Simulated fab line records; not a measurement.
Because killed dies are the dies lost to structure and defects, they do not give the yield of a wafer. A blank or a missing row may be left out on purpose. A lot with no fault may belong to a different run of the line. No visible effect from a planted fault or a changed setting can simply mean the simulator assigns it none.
A lot that was struck, set against a sound lot | flow sky130 | 15 steps out of a route of 708
Sound: these wafers, L370.1, L370.3, L370.4. Wafers L383.1, L383.2, L383.3 were the ones struck. The cause is given at the end.
At each step with rows: each side's tool, then ch and its chambers, then its first start. Under that, the readings that differ: sound wafers | struck wafers | difference of the means | sigmas: that difference in standard deviations of wafers without a fault.
alike: words and numbers the same on both sides, and readings whose means are apart by under 2 such deviations; not compared: readings that were withheld, readings missing a value for some wafer, numbers with overlapping values and no deviation given by the record, and bounds like >300 which may hide the same value.
Wherever a step has rows on one side only, a row that says differs or no value, or a row with sigmas, the two part there. Numbers that have no deviation but don't overlap get no sigmas and don't part them. Lack of a reading on every wafer of one side parts them only where that side has two or more wafers.

SKY_VIA4_STRIP_13: strips in O2/N2.
  sound on plasma-asher-04 ch 0,1, day 43 16:41; struck on plasma-asher-04 ch 0,1, day 47 15:19
  alike: drypump-motor-current-A, oes-product-au, strip-time-to-endpoint-s
  not compared: rf-hours-counter-h
then, 3 steps without rows for these wafers: SKY_VIA4_STRIP_14 (strips in post etch residue remover, time 1200 s); SKY_VIA4_CLEAN_15 (cleans in IPA, time 180 s); SKY_VIA4_CLEAN_16 (cleans in O3/DIW).
SKY_VIA4_SPUTTER_17: material TiN, target thk 20 nm, time 80 s.
  struck on pvd-sputter-01, day 47 15:54; sound on pvd-sputter-01, day 43 17:17
  alike: chamber-pressure-pa, throttle-valve-pct
then, 1 step without rows for these wafers: SKY_VIA4_CVD_18 (deposits W, target thk 505 nm, time 152.14 s).
SKY_VIA4_RS_MEAS_19: a four-point-probe measurement.
  struck on film-metro-03, day 47 16:07; sound on film-metro-01, day 43 17:29
  alike: VIA4_W_RS
SKY_VIA4_THK_MEAS_20: measures by xrf.
  struck on film-metro-03, day 47 16:14; sound on film-metro-01, day 43 17:37
  alike: VIA4_W_THK
then, 2 steps without rows for these wafers: SKY_VIA4_CMP_21 (polishes, stops on SiO2, t overpolish 25 s, target thk 0 nm); SKY_METAL5_SPUTTER_00 (material Ti, target thk 15 nm, time 10 s).
SKY_METAL5_SPUTTER_01: material TiN, target thk 20 nm, time 16.7 s.
  struck on pvd-sputter-03, day 47 16:37; sound on pvd-sputter-01, day 43 18:00
  alike: chamber-pressure-pa, throttle-valve-pct
SKY_METAL5_SPUTTER_02: material AlCu, target thk 1150 nm, time 61.2 s.
  struck on pvd-sputter-03, day 47 16:39; sound on pvd-sputter-01, day 43 18:01
  alike: chamber-pressure-pa, throttle-valve-pct
SKY_METAL5_SPUTTER_03: material Ti, target thk 5 nm, time 3.3 s.
  struck on pvd-sputter-03, day 47 16:42; sound on pvd-sputter-01, day 43 18:04
  reading                  | sound                | struck               | difference | sigmas
  chamber-pressure-pa (Pa) | 0.3995 0.4008 0.3995 | 0.3506 0.3501 0.3507 | -0.0495    | -67
  alike: throttle-valve-pct
SKY_METAL5_SPUTTER_04: material TiN, target thk 70 nm, time 58.3 s.
  struck on pvd-sputter-03, day 47 16:43; sound on pvd-sputter-01, day 43 18:05
  alike: chamber-pressure-pa, throttle-valve-pct
-- the record jumps here: 2 days lie between the struck wafers' starts before and after (it left off in module METAL5 and takes up again in module PAD_OPEN, whose first step shown is number 708 of the route) --
SKY_PAD_OPEN_PROBE_99:
  struck on prober-01, day 50 02:59; sound on prober-02, day 46 13:54
  alike: defect-limited-yield, killed_at_M0_to_M3, killed_at_M4_up, killed-at-contacts, killed-at-front-end, killed-at-other, killed-dies, killed-open, killed-short, sort_bin_3_pad_short, sort_bin_5_function, sort_bin_6_memory, sort-n-pass, sort-yield-pct

## WHERE THEY PART
Only at SKY_METAL5_SPUTTER_03, as far as this record shows. Later steps at which nothing parts them and some readings are alike: SKY_METAL5_SPUTTER_04, SKY_PAD_OPEN_PROBE_99.

WHY: what the simulator had put in
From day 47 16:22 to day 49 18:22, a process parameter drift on pvd-sputter-03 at SKY_METAL5_SPUTTER_03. Setting chamber-pressure-pa, moved by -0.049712, from 0.4. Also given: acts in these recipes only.
